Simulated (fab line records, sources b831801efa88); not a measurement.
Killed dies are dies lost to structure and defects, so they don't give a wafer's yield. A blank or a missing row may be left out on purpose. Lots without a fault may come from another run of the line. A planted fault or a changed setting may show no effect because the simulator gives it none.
A struck lot beside a sound one | flow sky130 | 16 steps out of a route of 708
Sound: wafers L169.1, L169.4, L169.5. Struck: wafers L182.1, L182.2, L182.5. The cause comes at the end.
At each step with rows: each side's tool, then ch and its chambers, then its first start. Under that, the readings that differ: sound wafers | struck wafers | difference of the means | sigmas: that difference in standard deviations of wafers without a fault.
alike: readings whose means differ by less than 2 such deviations, and words and numbers that are the same on both sides. not compared: withheld readings, readings that some wafer has no value for, bounds like >300 that may hide the same value, and numbers for which the record gives no deviation and whose values overlap.
The two part at a step that has a row with sigmas, a row that says differs or no value, or rows on one side only. Numbers that don't overlap but have no deviation are shown without sigmas and don't part them. A reading that every wafer of one side lacks parts them only if that side has two wafers or more.

first, 3 steps without rows for these wafers: SKY_SONOS_TUNNEL_EXPOSE_04 (exposes mask TUNM, target cd 410 nm); SKY_SONOS_TUNNEL_PEB_05; SKY_SONOS_TUNNEL_DEVELOP_06 (develop time 60 s).
SKY_SONOS_TUNNEL_CD_MEAS_07: target cd 410 nm.
  sound on cd_sem-02, day 11 19:45; struck on cd_sem-01, day 15 19:35
  alike: cd_nm
SKY_SONOS_TUNNEL_OVL_MEAS_08:
  sound on overlay-01, day 11 19:52; struck on overlay-02, day 15 19:42
  reading               | sound       | struck        | difference | sigmas
  SONOS_TUNNEL_OVL (nm) | 0.9 1.3 1.8 | -3.6 0.0 -2.2 | -3.3       | -3
then, 3 steps without rows for these wafers: SKY_SONOS_TUNNEL_IMPLANT_09; SKY_SONOS_TUNNEL_WET_ETCH_10 (etches SiO2 in dHF, target depth 14 nm, time 280 s); SKY_SONOS_TUNNEL_STRIP_11 (strips in SPM, time 600 s).
SKY_SONOS_TUNNEL_TW_MEAS_12:
  sound on film_metro-02, day 11 20:19; struck on film_metro-04, day 15 20:10
  alike: SONOS_TUNNEL_TW
then, 2 steps without rows for these wafers: SKY_SONOS_TUNNEL_CLEAN_13 (cleans in dHF, time 20 s); SKY_SONOS_ONO_OXIDATION_00 (stabilise 600 s, purge 300 s, target thk 2.6 nm).
SKY_SONOS_ONO_THK_MEAS_01:
  sound on film_metro-01, day 11 22:40; struck on film_metro-04, day 15 21:35
  alike: SONOS_ONO_OXIDATION_THK
SKY_SONOS_ONO_CVD_02: deposits Si3N4 from DCS/NH3, target thk 10.5 nm, time 180 s.
  sound on lpcvd-02 ch 0, day 12 00:23; struck on lpcvd-02 ch 1, day 15 22:29
  reading                                     | sound            | struck           | difference | sigmas
  model.Si3N4_of_SONOS_ONO_CVD_02.thk_nm (nm) | 10.45 10.4 10.49 | 14.13 14.1 14.17 | +3.69      |
  alike: spike_tc_bottom_C
SKY_SONOS_ONO_THK_MEAS_03:
  sound on film_metro-03, day 12 01:26; struck on film_metro-01, day 15 23:32
  reading                   | sound             | struck            | difference | sigmas
  SONOS_ONO_CVD_02_THK (nm) | 10.46 10.37 10.46 | 14.17 14.10 14.15 | +3.71      | +31
then, 1 step without rows for these wafers: SKY_SONOS_ONO_CVD_04 (deposits SiO2 from SiH4/N2O, target thk 5.7199 nm).
-- the record jumps here: 33 days lie between the struck wafers' starts before and after (it left off in module SONOS_ONO and takes up again in module PAD_OPEN, whose first step shown is number 708 of the route) --
SKY_PAD_OPEN_PROBE_99:
  sound on prober-02, day 46 01:50; struck on prober-02, day 49 02:06
  reading                                | sound                         | struck                       | difference | sigmas
  model.etest.nfet_16v.r_on_ohm_um       | 1.407e+04 1.396e+04 1.405e+04 | 1.806e+04 1.794e+04 1.42e+04 | +2.707e+03 |
  model.etest.pfet_g5v0d10v5.r_on_ohm_um | 4783 4765 4748                | 5589 5559 4845               | +566       |
  model.etest.nfet_g5v0d10v5.r_on_ohm_um | 1888 1888 1878                | 2515 2506 1936               | +434       |
  model.etest.nfet_g5v0d10v5.drive_ua_um | 598.7 610.7 611               | 393.2 390.3 591.9            | -148.3     |
  model.etest.tip_sonos.rs_ohm_sq        | 2677 2648 2678                | 2962 2946 2763               | +223       |
  model.etest.sonos_erased.drive_ua_um   | 187.9 207.7 187.1             | 55.87 59.94 63.1             | -134.60    |
  model.etest.nfet_05v0_nvt.drive_ua_um  | 570.9 573.6 576.2             | 417.6 420.2 560.8            | -107.4     |
  alike: killed_at_M0_to_M3, killed_at_M4_up, killed_at_contacts, killed_at_front_end, killed_at_other, killed_dies, killed_open, killed_short
  not compared: model.etest.pfet_16v.r_on_ohm_um

WHERE THEY PART
First at SKY_SONOS_TUNNEL_OVL_MEAS_08; last, within this record, at SKY_SONOS_ONO_THK_MEAS_03. Later steps at which nothing parts them and some readings are alike: SKY_PAD_OPEN_PROBE_99.

WHY: what the simulator had put in
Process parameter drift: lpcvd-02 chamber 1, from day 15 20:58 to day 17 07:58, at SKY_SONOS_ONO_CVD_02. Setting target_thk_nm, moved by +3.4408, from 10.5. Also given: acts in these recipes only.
